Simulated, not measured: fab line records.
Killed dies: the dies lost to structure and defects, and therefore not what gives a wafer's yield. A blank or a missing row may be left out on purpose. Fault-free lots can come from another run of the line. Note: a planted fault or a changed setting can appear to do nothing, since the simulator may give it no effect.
Which tool is to blame? ; flow gf180mcu ; 14 lots with 42 wafers sampled at 2 steps, on a route of 602 steps

== WHAT EACH GAUGE READ, for each wafer ==
GF_M1_CD_MEAS_14: the cd target is 230 nm.
lot;measured;on;cd-nm (nm)
L927;day 17 18:58;cd-sem-01;228.0 229.6 230.5
L931;day 19 06:35;cd-sem-02;230.5 231.1 231.4
L932;day 19 19:18;cd-sem-01;232.0 231.5 233.4
L934;day 20 09:58;cd-sem-02;231.8 231.5 231.5
L939;day 22 11:50;cd-sem-02;229.1 228.4 230.5
L940;day 22 19:11;cd-sem-02;228.8 228.0 228.3
L941;day 22 23:31;cd-sem-02;228.9 228.3 229.8
L942;day 23 09:04;cd-sem-01;229.6 231.2 230.5
L943;day 23 16:50;cd-sem-01;230.4 230.7 230.6
L944;day 23 23:01;cd-sem-02;229.0 229.1 229.2
L945;day 24 11:55;cd-sem-02;229.6 230.6 230.7
L946;day 24 19:27;cd-sem-02;232.6 231.5 232.4
L947;day 25 07:34;cd-sem-01;229.7 229.5 229.8
L948;day 25 15:12;cd-sem-01;230.2 229.7 229.8

GF_V1_THK_MEAS_01.
lot;measured;on;V1_CVD_00_THK (nm)
L927;day 17 19:50;film-metro-03;603 603 599
L931;day 19 07:29;film-metro-03;598 591 598
L932;day 19 21:02;film-metro-01;591 588 600
L934;day 20 10:51;film-metro-03;599 587 592
L939;day 22 12:50;film-metro-02;590 592 586
L940;day 22 20:06;film-metro-01;597 595 593
L941;day 23 00:23;film-metro-03;593 588 594
L942;day 23 10:17;film-metro-02;610 612 608
L943;day 23 17:52;film-metro-02;601 599 599
L944;day 23 23:55;film-metro-01;595 595 599
L945;day 24 12:55;film-metro-01;600 603 606
L946;day 24 20:26;film-metro-01;593 597 587
L947;day 25 08:25;film-metro-01;589 586 595
L948;day 25 16:05;film-metro-03;598 596 592

== TOOL THAT RAN EACH LOT (tool first, then ch and the chambers of the sampled wafers, then the start) ==
There is no process step in the record ahead of these readings.

== AS READ BY THE TOOLS THEMSELVES (means over the sampled wafers that have a number; for cases with no such wafer, the mark the record gives instead) ==
The record holds no such reading with a usual standard deviation.

== THE ANSWER, worked out from the rows above alone ==
Rule: what is usual is taken from the lots themselves. Put in order of their means at a reading, lots are off if they are a third of the lots or fewer, leave a main group of 4 or more, and stand apart from it by a gap of 3 or more times the standard deviation of the main group's means; of several such gaps the widest counts. The tables above print the reading to a certain number of digits; a main group whose means all agree to those digits is not used. A lot without any number at a reading at which 4 lots or more have one is off too. Where the step has rows for the other lots, those lots are counted as sound. First the gauges in route order, then the tools' own readings, where a lot's mean is used as printed above. The first step at which some lot is off is used, and at that step the reading that is off furthest; a lot without a number counts as furthest.
No lot is off at any reading shown: from this, nothing can be told.

== WHAT THE SIMULATOR HAD PUT IN ==
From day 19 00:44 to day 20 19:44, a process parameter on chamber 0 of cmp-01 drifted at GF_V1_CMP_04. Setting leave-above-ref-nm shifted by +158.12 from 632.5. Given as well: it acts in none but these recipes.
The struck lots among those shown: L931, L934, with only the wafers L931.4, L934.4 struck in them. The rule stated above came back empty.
